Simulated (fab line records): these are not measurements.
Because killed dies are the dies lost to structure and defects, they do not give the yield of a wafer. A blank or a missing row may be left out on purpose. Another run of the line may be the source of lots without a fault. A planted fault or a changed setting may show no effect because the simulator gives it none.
One fault through the eyes of 2 desks ; flow sky130 ; every desk sees just its own numbers, and what lay behind them comes last

## DESK OF THE TOOL OWNER: litho_track-03
Per lot that ran on this tool, the mean of the sampled wafers carrying a number, from the tool's own readings at SKY_GATE_OXIDE_SOFTBAKE_06 (time 60 s). A lot is out of limits, marked OUT, if its mean lies more than 4 standard deviations from the usual mean; the brackets give that distance.
Columns: A = chill_plate_temp_C at SKY_GATE_OXIDE_SOFTBAKE_06, usual 23.02 C; B = heater_power_total_W at SKY_GATE_OXIDE_SOFTBAKE_06, usual 56.59 W; C = plate_temp_C at SKY_GATE_OXIDE_SOFTBAKE_06, usual 89.99 C
lot;first seen here;A;B;C
L489;day 15 21:33;23.01;56.63;90.02
L492;day 17 04:06;23.03;59.00 (+52) OUT;92.76 (+25) OUT
L493;day 17 09:06;22.96;59.03 (+53) OUT;92.68 (+24) OUT
This desk finds L492, L493 out of limits, L492 being first, at day 17 04:06 (heater_power_total_W at SKY_GATE_OXIDE_SOFTBAKE_06). L489: within limits.

## METROLOGY DESK
What the gauges read for every lot (on any tool): the sampled wafers with a number, averaged. A lot is out of limits, marked OUT, if its mean lies more than 4 standard deviations from the usual mean; the brackets give that distance.
Columns: A = cd_nm at SKY_SONOS_ONO_CD_MEAS_13, usual 409.6 nm; B = SONOS_ONO_OVL at SKY_SONOS_ONO_OVL_MEAS_14, usual -0.6 nm; C = GATE_OXIDE_OXIDATION_00_THK at SKY_GATE_OXIDE_THK_MEAS_02, usual 10.28 nm; D = GATE_OXIDE_OVL at SKY_GATE_OXIDE_OVL_MEAS_10, usual 0.2 nm
lot;first seen here;A;B;C;D
L482;day 12 23:09;410.8;-2.0;9.86;0.3
L489;day 15 03:57;410.5;-0.1;10.00;0.3
L492;day 16 12:17;409.8;0.2;10.25;0.9
L493;day 16 16:10;409.4;-0.6;10.47;0.7
L503;day 20 05:24;407.3;-0.4;10.02;-0.1
L504;day 20 09:08;409.4;-0.9;10.38;-1.1
This desk's finding: nothing out of limits on any of the 6 lots.

## BROUGHT TOGETHER
The tool owner's desk had the chance to raise an alarm at day 17 04:06 on L492, L493.
From the metrology desk's view, nothing was out of limits.
The metrology desk holds a record of L492, L493, inside its limits.
SKY_GATE_OXIDE_SOFTBAKE_06 was run on litho_track-03 by each of the lots named.

## WHAT THE SIMULATOR HAD INSERTED
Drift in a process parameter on litho_track-03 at SKY_GATE_OXIDE_SOFTBAKE_06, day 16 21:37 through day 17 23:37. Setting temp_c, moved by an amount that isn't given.
Shown lots that were struck: L492, L493.
Each desk's first reading out of limits, in hours after the fault started: the tool owner's desk, 6.
